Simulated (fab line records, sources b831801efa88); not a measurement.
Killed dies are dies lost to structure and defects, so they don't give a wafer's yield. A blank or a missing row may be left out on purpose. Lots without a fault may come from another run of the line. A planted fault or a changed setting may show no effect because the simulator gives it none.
One fault seen from 2 desks | flow gf180mcu | each desk has only its own numbers; what lay behind them comes last

THE TOOL OWNER'S DESK: lpcvd-02
The tool's own readings at GF_POLY_GATE_CVD_00 (deposits poly-Si, target thk 200 nm, time 1200 s): means of the sampled wafers that have a number, for each lot that ran on this tool. A lot is out of limits, marked OUT, if its mean lies more than 4 standard deviations from the usual mean; the brackets give that distance.
Columns: A = spike_tc_bottom_C at GF_POLY_GATE_CVD_00, usual 639.8 C; B = spike_tc_centre_C at GF_POLY_GATE_CVD_00, usual 620.7 C; C = spike_tc_lower_C at GF_POLY_GATE_CVD_00, usual 620.1 C; D = zone_power_bottom_pct at GF_POLY_GATE_CVD_00, usual 12.7 %; E = zone_power_centre_pct at GF_POLY_GATE_CVD_00, usual 9.2 %; F = zone_power_lower_pct at GF_POLY_GATE_CVD_00, usual 9.9 %
lot  | first seen here | A                | B                | C               | D              | E             | F
L167 | day 9 07:02     | 640.6            | 620.3            | 620.7           | 11.8           | 9.6           | 11.5
L170 | day 10 13:14    | 639.2            | 620.6            | 620.2           | 11.8           | 9.6           | 11.6
L171 | day 10 13:14    | 640.0            | 620.1            | 619.5           | 11.8           | 9.6           | 11.7
L172 | day 10 19:40    | 639.6            | 619.1            | 618.6           | 13.2           | 9.4           | 8.5
L173 | day 10 21:14    | 640.6            | 620.0            | 618.5           | 13.2           | 9.5           | 8.6
L175 | day 11 12:56    | 639.7            | 620.7            | 619.6           | 11.6           | 9.7           | 11.5
L176 | day 11 17:39    | 639.6            | 620.6            | 619.7           | 11.7           | 9.7           | 11.5
L181 | day 13 07:44    | 629.0 (-9.8) OUT | 612.3 (-7.0) OUT | 685.0 (+59) OUT | 7.8 (-5.4) OUT | 4.1 (-10) OUT | 26.9 (+11) OUT
This desk's finding: out of limits on L181; first on L181, day 13 07:44 (spike_tc_bottom_C at GF_POLY_GATE_CVD_00). In limits: L167, L170, L171, L172, L173, L175, L176.

THE METROLOGY DESK
What the gauges read, lot by lot, whatever tool the lot ran on: means of the sampled wafers that have a number. A lot is out of limits, marked OUT, if its mean lies more than 4 standard deviations from the usual mean; the brackets give that distance.
Columns: A = POLY_GATE_CVD_00_THK at GF_POLY_GATE_THK_MEAS_01, usual 200.6 nm; B = M3_ALCU_THK at GF_M3_THK_MEAS_06, usual 447 nm
lot  | first seen here | A               | B
L164 | day 8 17:49     | 198.4           | 446
L167 | day 9 08:22     | 202.4           | 450
L168 | day 9 16:08     | 196.3           | 451
L170 | day 10 14:34    | 201.8           | 444
L171 | day 10 14:35    | 199.9           | 442
L172 | day 10 21:00    | 200.6           | 451
L173 | day 10 22:35    | 202.8           | 448
L175 | day 11 14:17    | 202.4           | 448
L176 | day 11 18:59    | 201.5           | 450
L181 | day 13 09:05    | 269.9 (+41) OUT | 442
L182 | day 13 16:08    | 201.1           | 448
L185 | day 14 15:52    | 199.8           | 444
L186 | day 14 23:05    | 198.7           | 450
This desk's finding: out of limits on L181; first on L181, day 13 09:05 (POLY_GATE_CVD_00_THK at GF_POLY_GATE_THK_MEAS_01). In limits: L164, L167, L168, L170, L171, L172, L173, L175, L176, L182, L185, L186.

PUT TOGETHER
The tool owner's desk could have raised an alarm at day 13 07:44, on L181.
The metrology desk could have raised an alarm at day 13 09:05, on L181.
Of the lots named, all ran GF_POLY_GATE_CVD_00 on lpcvd-02.

WHAT THE SIMULATOR HAD PUT IN
Process parameter drift: lpcvd-02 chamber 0, from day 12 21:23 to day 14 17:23, at GF_POLY_GATE_CVD_00. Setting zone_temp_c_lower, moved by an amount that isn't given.
Lots struck among those shown: L181.
Hours from the fault's start to each desk's first reading out of limits: the tool owner's desk, 10; the metrology desk, 12.
